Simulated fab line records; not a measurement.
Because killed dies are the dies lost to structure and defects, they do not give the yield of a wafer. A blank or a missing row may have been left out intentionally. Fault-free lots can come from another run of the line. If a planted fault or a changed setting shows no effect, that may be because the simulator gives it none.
Check for tools in common :: flow gf180mcu :: 11 lots, 33 wafers sampled

## WHAT PROMPTED THE OPENING
At GF_STI_THK_MEAS_04 the reading STI_CVD_03_THK is flagged on 2 of 11 lots. No-fault wafers: 207.1 nm, standard deviation 1.9.
Rule: a lot is flagged in two cases, either no wafer of it has a number, or all its wafers with numbers fall more than 4 standard deviations from that mean. The rest of the lots are taken to be sound.

lot: L262
measured: day 1 18:35
on: film_metro-02
STI_CVD_03_THK (nm), wafer by wafer: 205.1 206.5 206.6
flag: 

lot: L265
measured: day 2 09:51
on: film_metro-04
STI_CVD_03_THK (nm), wafer by wafer: 207.1 207.2 208.6
flag: 

lot: L267
measured: day 2 19:41
on: film_metro-03
STI_CVD_03_THK (nm), wafer by wafer: 206.6 208.3 207.5
flag: 

lot: L268
measured: day 3 01:11
on: film_metro-02
STI_CVD_03_THK (nm), wafer by wafer: 209.7 208.8 209.3
flag: 

lot: L269
measured: day 3 06:14
on: film_metro-02
STI_CVD_03_THK (nm), wafer by wafer: 209.1 207.9 209.9
flag: 

lot: L271
measured: day 3 15:35
on: film_metro-02
STI_CVD_03_THK (nm), wafer by wafer: 205.7 206.8 206.1
flag: 

lot: L272
measured: day 3 22:34
on: film_metro-02
STI_CVD_03_THK (nm), wafer by wafer: 205.9 206.2 206.8
flag: 

lot: L274
measured: day 4 06:34
on: film_metro-02
STI_CVD_03_THK (nm), wafer by wafer: 159.4 161.1 159.8
flag: FLAGGED

lot: L275
measured: day 4 11:53
on: film_metro-02
STI_CVD_03_THK (nm), wafer by wafer: 157.1 156.2 157.2
flag: FLAGGED

lot: L278
measured: day 5 03:36
on: film_metro-02
STI_CVD_03_THK (nm), wafer by wafer: 209.7 209.2 207.7
flag: 

lot: L284
measured: day 6 10:25
on: film_metro-02
STI_CVD_03_THK (nm), wafer by wafer: 209.1 208.7 206.3
flag: 
The numbers of the flagged lots are 158.5 nm on average: -48.6 nm against the usual, or -26 standard deviations.

## WHICH TOOL EACH LOT WENT THROUGH
The record holds 1 process step before the reading, out of a route of 602 steps. Every cell lists first the tool, next ch and the chambers used by the sampled wafers, and last the start.
lot: L262
flag: 
GF_STI_CVD_03: lpcvd-01 ch 1, day 1 16:34

lot: L265
flag: 
GF_STI_CVD_03: lpcvd-02 ch 0, day 2 07:52

lot: L267
flag: 
GF_STI_CVD_03: lpcvd-01 ch 1, day 2 17:41

lot: L268
flag: 
GF_STI_CVD_03: lpcvd-01 ch 0, day 2 23:12

lot: L269
flag: 
GF_STI_CVD_03: lpcvd-01 ch 1, day 3 04:15

lot: L271
flag: 
GF_STI_CVD_03: lpcvd-01 ch 1, day 3 13:34

lot: L272
flag: 
GF_STI_CVD_03: lpcvd-01 ch 1, day 3 20:34

lot: L274
flag: FLAGGED
GF_STI_CVD_03: lpcvd-01 ch 0, day 4 04:34

lot: L275
flag: FLAGGED
GF_STI_CVD_03: lpcvd-01 ch 1, day 4 09:55

lot: L278
flag: 
GF_STI_CVD_03: lpcvd-02 ch 0, day 5 01:37

lot: L284
flag: 
GF_STI_CVD_03: lpcvd-02 ch 1, day 6 08:26
What these steps do:
- GF_STI_CVD_03: deposits Si3N4 from DCS/NH3, target thk 207.16 nm, time 3551 s.
- GF_STI_THK_MEAS_04

## FLAGGED OVER TOTAL, TOOL BY TOOL (the gauges that took the reading come last)
step: GF_STI_CVD_03
tool: lpcvd-01
lots run: 8
flagged: 2
share of the flagged lots: all
sound lots run after its first flagged lot: 0

step: GF_STI_CVD_03
tool: lpcvd-02
lots run: 3
flagged: 0
share of the flagged lots: none
sound lots run after its first flagged lot: -

step: GF_STI_THK_MEAS_04
tool: film_metro-02
lots run: 9
flagged: 2
share of the flagged lots: all
sound lots run after its first flagged lot: 2 (L278,L284)

step: GF_STI_THK_MEAS_04
tool: film_metro-03
lots run: 1
flagged: 0
share of the flagged lots: none
sound lots run after its first flagged lot: -

step: GF_STI_THK_MEAS_04
tool: film_metro-04
lots run: 1
flagged: 0
share of the flagged lots: none
sound lots run after its first flagged lot: -

## WHAT THE TABLE PERMITS
Rows of the table that ran all the flagged lots, 2 in number: lpcvd-01 at GF_STI_CVD_03; film_metro-02 at GF_STI_THK_MEAS_04.
- lpcvd-01 at GF_STI_CVD_03: 2 of its 8 lots flagged. Last sound lot L272 at day 3 20:34, first flagged lot L274 at day 4 04:34; a fault beginning in between fits.
- film_metro-02 at GF_STI_THK_MEAS_04: 2 of its 9 lots flagged. After the first flagged lot (L278, L284), sound lots still ran on it; a lasting fault on the whole tool would not permit that.
lpcvd-01 at GF_STI_CVD_03 is the single tool remaining.

## WHAT WAS PUT IN BY THE SIMULATOR
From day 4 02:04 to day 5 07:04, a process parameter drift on lpcvd-01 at GF_STI_CVD_03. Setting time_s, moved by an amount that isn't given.
Lots struck among those shown: L274, L275. The same result came from the rule above.
